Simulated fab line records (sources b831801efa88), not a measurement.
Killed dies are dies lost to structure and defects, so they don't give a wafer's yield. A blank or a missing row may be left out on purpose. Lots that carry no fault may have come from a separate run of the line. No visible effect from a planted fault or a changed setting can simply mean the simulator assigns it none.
fab line records	flow sky130
record lots=11	wafers=33	last_day=50
route steps=708 shown VIA1@472 VIA2@519 METAL3@566
lots untouched by any fault: they come from a run of this same line in which no faults occurred
start_h: hours from the record's opening day to when the first of the lot's shown wafers began	wait_h: how many hours have passed since the lot's step before this one	" identical to the entry in the row above	L1.1+2: several wafers, shown together as one row	- no value present, or no start provided	* or withheld: withheld	< > ~ a bound
route shown NAME@n: a module of which the file shows steps, and the number in the route of the first	usual: mean/standard deviation of fault-free wafers	same: alike in all rows	chamber/n: place in a boat	sites: readings site by site	_std_site: how widely they spread, as a standard deviation	_edge_site: mean of outer sites minus mean of inner sites	radius_mm: how far each site lies from the wafer's centre	mask NAME#n: copy n	behind: tool/chamber where the wafer was last shaped	hold: cause of the lot's hold/its duration in hours/its outcome	device: the transistor (n, p or np) that didn't switch	end of line: tests of these same wafers at the route's end	where a step has no rows: the recipe by itself	killed: count of dies lost to structure and defects at first sort (not the wafer's yield)	map: shows each die of a wafer: x if killed, . if not, _ if none is there
set.NAME: the setting the step ran with; set.NAME@STEP: the setting that earlier step ran with	model.NAME: the simulator's own value behind a step, which no gauge read
the route's steps for a sample of lots (tables are steps, rows are wafers)
services: a tool's chamber out of use, with start hour (start_h, from the record's first day; less than 0 if before it), hours out, and reason
## steps
# step SKY_VIA1_ETCH_14
# recipe chemistry=N2/H2	target=BARC	ion_energy_ev=200	source_w=500	bias_w=100	pressure_mtorr=30	n2_flow_sccm=100	h2_flow_sccm=200	stop_on=SiO2	time_s=45.9	target_depth_a=600
# usual drypump_motor_current_A=5.5/0.4	oes_product_au=0.855/0.0047	run_length_s=74.1/0.48	throttle_valve_pct=13.224/0.0092
lot.wafer	tool	chamber	start_h	wait_h	drypump_motor_current_A	oes_product_au	rf_hours_counter_h	run_length_s	throttle_valve_pct
L987.1	rie_diel-02	1	787.73	0.0	5.6	0.861	9	73.7	13.207
L987.4	"	2	"	"	5.4	0.865	18	74.2	13.231
L987.5	"	3	"	"	5.9	0.856	-	74.8	13.229
L988.1	rie_diel-02	0	803.81	0.0	5.1	0.853	8	73.9	13.218
L988.3	"	2	"	"	5.3	0.857	19	74.2	13.234
L988.4	"	3	"	"	6.0	0.849	32	74.7	13.216
L989.1	rie_diel-02	0	810.43	0.0	5.1	0.853	8	74.0	13.227
L989.3	"	3	"	"	5.9	0.859	32	74.6	13.216
L989.6	"	2	"	"	5.3	0.859	-	74.6	13.232
L993.1	rie_diel-04	1	844.91	0.0	5.4	0.862	13	74.1	13.225
L993.3	"	0	"	"	5.1	0.849	7	74.0	13.245
L993.4	"	3	"	"	6.3	0.848	5	74.0	13.219
L995.2	rie_diel-01	1	854.68	0.0	5.2	0.858	16	74.1	13.244
L995.3	"	2	"	"	5.1	0.857	12	75.1	13.231
L995.5	"	0	"	"	5.9	0.854	-	73.0	13.229
L996.1	rie_diel-04	2	862.73	0.0	5.8	0.850	17	73.7	13.212
L996.3	"	1	"	"	5.4	0.854	13	74.6	13.215
L996.5	"	0	"	"	5.1	0.852	-	73.2	13.218
L997.1	rie_diel-02	1	871.03	0.0	5.6	0.846	12	74.0	13.220
L997.2	"	0	"	"	5.1	0.852	10	74.3	13.236
L997.6	"	1	"	"	5.6	0.845	-	73.9	13.236
L999.1	rie_diel-02	2	889.41	0.0	5.3	0.856	21	74.2	13.207
L999.2	"	3	"	"	5.9	0.853	1	74.8	13.216
L999.4	"	0	"	"	5.1	0.858	10	74.2	13.234
L107.3	rie_diel-04	3	945.40	0.0	6.3	0.920	8	70.3	13.223
L107.4	"	0	"	"	5.1	0.859	11	73.3	13.230
L107.5	"	3	"	"	6.3	0.927	-	70.3	13.230
L109.1	rie_diel-01	0	958.84	0.0	5.9	0.859	21	73.0	13.232
L109.3	"	2	"	"	5.1	0.858	15	74.4	13.216
L109.6	"	3	"	"	6.1	0.855	-	74.9	13.214
L110.2	rie_diel-01	1	968.63	0.0	5.2	0.851	19	74.6	13.228
L110.3	"	0	"	"	5.9	0.855	22	73.3	13.229
L110.4	"	3	"	"	6.1	0.852	18	74.5	13.217
# step SKY_VIA2_CD_MEAS_12
# recipe target_cd_nm=200
# usual cd_nm=200.2/1.3
lot.wafer	tool	chamber	start_h	wait_h	cd_nm
L987.1	cd_sem-01	-	844.27	-	203.1
L987.4	"	-	"	"	203.2
L987.5	"	-	"	"	202.7
L988.1	cd_sem-01	-	859.53	-	200.5
L988.3	"	-	"	"	199.3
L988.4	"	-	"	"	200.3
L989.1	cd_sem-02	-	865.43	-	199.7
L989.3	"	-	"	"	201.5
L989.6	"	-	"	"	201.7
L993.1	cd_sem-02	-	900.98	-	198.8
L993.3	"	-	"	"	198.2
L993.4	"	-	"	"	199.2
L995.2	cd_sem-02	-	909.04	-	202.3
L995.3	"	-	"	"	201.4
L995.5	"	-	"	"	201.5
L996.1	cd_sem-01	-	917.57	-	200.7
L996.3	"	-	"	"	201.1
L996.5	"	-	"	"	199.7
L997.1	cd_sem-01	-	925.53	-	199.7
L997.2	"	-	"	"	198.8
L997.6	"	-	"	"	199.0
L999.1	cd_sem-01	-	943.37	-	199.5
L999.2	"	-	"	"	199.6
L999.4	"	-	"	"	199.9
L107.3	cd_sem-02	-	996.32	-	201.0
L107.4	"	-	"	"	201.7
L107.5	"	-	"	"	201.4
L109.1	cd_sem-01	-	1009.32	-	200.9
L109.3	"	-	"	"	200.2
L109.6	"	-	"	"	200.8
L110.2	cd_sem-01	-	1019.15	-	199.9
L110.3	"	-	"	"	198.9
L110.4	"	-	"	"	199.0
# step SKY_VIA2_RS_MEAS_22
# recipe thk_meas_gauge=four-point-probe	reads=W_of_VIA2_CVD_21+TiN_of_VIA2_SPUTTER_20
# usual VIA2_W_RS=0.273/0.0037
lot.wafer	tool	chamber	start_h	wait_h	VIA2_W_RS[ohm/sq]
L987.1	film_metro-02	-	845.32	0.1	0.270
L987.4	"	-	"	"	0.272
L987.5	"	-	"	"	0.269
L988.1	film_metro-02	-	860.58	0.1	0.271
L988.3	"	-	"	"	0.269
L988.4	"	-	"	"	0.274
L989.1	film_metro-02	-	866.51	0.1	0.271
L989.3	"	-	"	"	0.276
L989.6	"	-	"	"	0.272
L993.1	film_metro-02	-	902.11	0.1	0.270
L993.3	"	-	"	"	0.272
L993.4	"	-	"	"	0.276
L995.2	film_metro-02	-	910.15	0.1	0.273
L995.3	"	-	"	"	0.280
L995.5	"	-	"	"	0.273
L996.1	film_metro-02	-	918.62	0.1	0.276
L996.3	"	-	"	"	0.276
L996.5	"	-	"	"	0.275
L997.1	film_metro-01	-	926.62	0.1	0.276
L997.2	"	-	"	"	0.268
L997.6	"	-	"	"	0.278
L999.1	film_metro-02	-	944.42	0.1	0.268
L999.2	"	-	"	"	0.275
L999.4	"	-	"	"	0.271
L107.3	film_metro-02	-	997.37	0.1	0.276
L107.4	"	-	"	"	0.269
L107.5	"	-	"	"	0.275
L109.1	film_metro-03	-	1010.72	0.1	0.266
L109.3	"	-	"	"	0.268
L109.6	"	-	"	"	0.266
L110.2	film_metro-02	-	1020.24	0.1	0.271
L110.3	"	-	"	"	0.270
L110.4	"	-	"	"	0.267
# step SKY_METAL3_ETCH_16
# recipe chemistry=N2/H2	target=BARC	ion_energy_ev=200	bias_w=100	pressure_mtorr=30	n2_flow_sccm=100	h2_flow_sccm=200	icp_w=500	stop_on=SiO2	time_s=88.2	target_depth_a=600
# usual drypump_motor_current_A=5.5/0.35	oes_product_au=0.626/0.0045	run_length_s=116.4/0.39	throttle_valve_pct=13.205/0.0088
lot.wafer	tool	chamber	start_h	wait_h	drypump_motor_current_A	oes_product_au	rf_hours_counter_h	run_length_s	throttle_valve_pct
L987.1	rie_metal-03	1	899.35	0.0	5.7	0.626	2	116.3	13.208
L987.4	"	0	"	"	5.4	0.627	-	116.9	13.201
L987.5	"	0	"	"	5.4	0.627	-	117.1	13.213
L988.1	rie_metal-03	0	912.65	0.0	5.4	0.630	7	116.7	13.207
L988.3	"	0	"	"	5.4	0.626	-	116.6	13.195
L988.4	"	1	"	"	5.7	0.620	-	116.5	13.213
L989.1	rie_metal-01	0	920.00	0.0	6.0	0.622	20	116.8	13.190
L989.3	"	0	"	"	5.9	0.630	-	116.9	13.222
L989.6	"	0	"	"	6.0	0.627	-	116.9	13.203
L993.1	rie_metal-02	0	953.66	0.0	5.3	0.624	4	116.6	13.201
L993.3	"	0	"	"	5.3	0.629	-	116.6	13.194
L993.4	"	1	"	"	5.9	0.625	-	115.8	13.196
L995.2	rie_metal-02	1	961.46	0.0	5.9	0.627	9	116.1	13.206
L995.3	"	1	"	"	5.9	0.631	-	115.8	13.200
L995.5	"	0	"	"	5.3	0.627	-	116.4	13.212
L996.1	rie_metal-02	0	969.70	0.0	5.3	0.624	5	116.7	13.202
L996.3	"	0	"	"	5.3	0.622	-	116.4	13.202
L996.5	"	1	"	"	5.9	0.621	-	116.2	13.201
L997.1	rie_metal-02	1	978.15	0.1	5.9	0.628	10	116.3	13.227
L997.2	"	1	"	"	5.9	0.629	-	115.9	13.199
L997.6	"	1	"	"	5.9	0.630	-	116.1	13.215
L999.1	rie_metal-03	1	992.65	0.0	5.7	0.629	6	116.3	13.214
L999.2	"	0	"	"	5.4	0.629	12	116.4	13.203
L999.4	"	0	"	"	5.4	0.626	-	116.4	13.211
L107.3	rie_metal-01	0	1045.00	0.0	6.0	0.623	-	116.7	13.213
L107.4	"	1	"	"	5.0	0.620	-	115.7	13.208
L107.5	"	1	"	"	5.0	0.620	-	116.1	13.187
L109.1	rie_metal-02	0	1057.70	0.0	5.3	0.627	9	116.8	13.219
L109.3	"	1	"	"	5.9	0.628	-	115.8	13.180
L109.6	"	0	"	"	5.3	0.636	-	116.4	13.192
L110.2	rie_metal-01	1	1065.90	0.0	5.0	0.626	25	115.7	13.195
L110.3	"	1	"	"	5.0	0.626	-	116.2	13.205
L110.4	"	0	"	"	6.0	0.621	-	116.9	13.205
## services
tool	chamber	start_h	hours	kind
rie_metal-03	-	777.08	0.6	repair
rie_metal-01	1	792.16	46.6	repair
rie_diel-02	-	797.48	0.2	repair
rie_metal-02	0	808.44	5.5	repair
rie_metal-02	1	822.84	14.7	repair
rie_diel-04	-	830.94	2.5	repair
rie_diel-04	2	887.62	5.8	repair
rie_metal-02	1	897.76	6.1	repair
rie_diel-02	-	899.68	0.4	repair
rie_diel-04	1	907.41	7.2	repair
rie_diel-01	3	919.19	19.0	repair
rie_diel-02	-	926.08	1.0	repair
rie_diel-04	1	934.40	10.5	repair
rie_diel-02	-	943.86	4.4	repair
rie_metal-01	-	954.03	0.5	repair
rie_diel-04	3	955.07	1.9	repair
rie_diel-02	1	955.46	9.7	repair
rie_metal-03	1	971.88	3.1	repair
rie_metal-02	0	976.26	21.6	repair
rie_diel-02	0	985.41	3.5	repair
rie_diel-02	-	990.60	1.5	repair
rie_diel-02	-	1003.04	15.6	pm
rie_metal-01	0	1032.29	6.4	repair
rie_diel-02	0	1052.24	3.3	repair
## key
first_sign step=SKY_VIA1_ETCH_14	reading=oes_product_au	direction=up	sigmas=15	usual=0.855	struck=0.924
effect step=SKY_VIA1_ETCH_14	reading=run_length_s	direction=down	sigmas=7.9	usual=*	struck=*
met_at SKY_VIA1_ETCH_14
struck_lots L107
struck_wafers L107.3,L107.5
not_acting_at SKY_VIA2_CD_MEAS_12,SKY_VIA2_RS_MEAS_22,SKY_METAL3_ETCH_16
onset_between 844.91 945.40
fault kind=process_parameter_drift	tool=rie_diel-04	chamber=3	onset_h=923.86	steps=SKY_VIA1_ETCH_14	channel=time_s	offset=*	shape=step	end_h=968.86	acts_in=*	stated=*
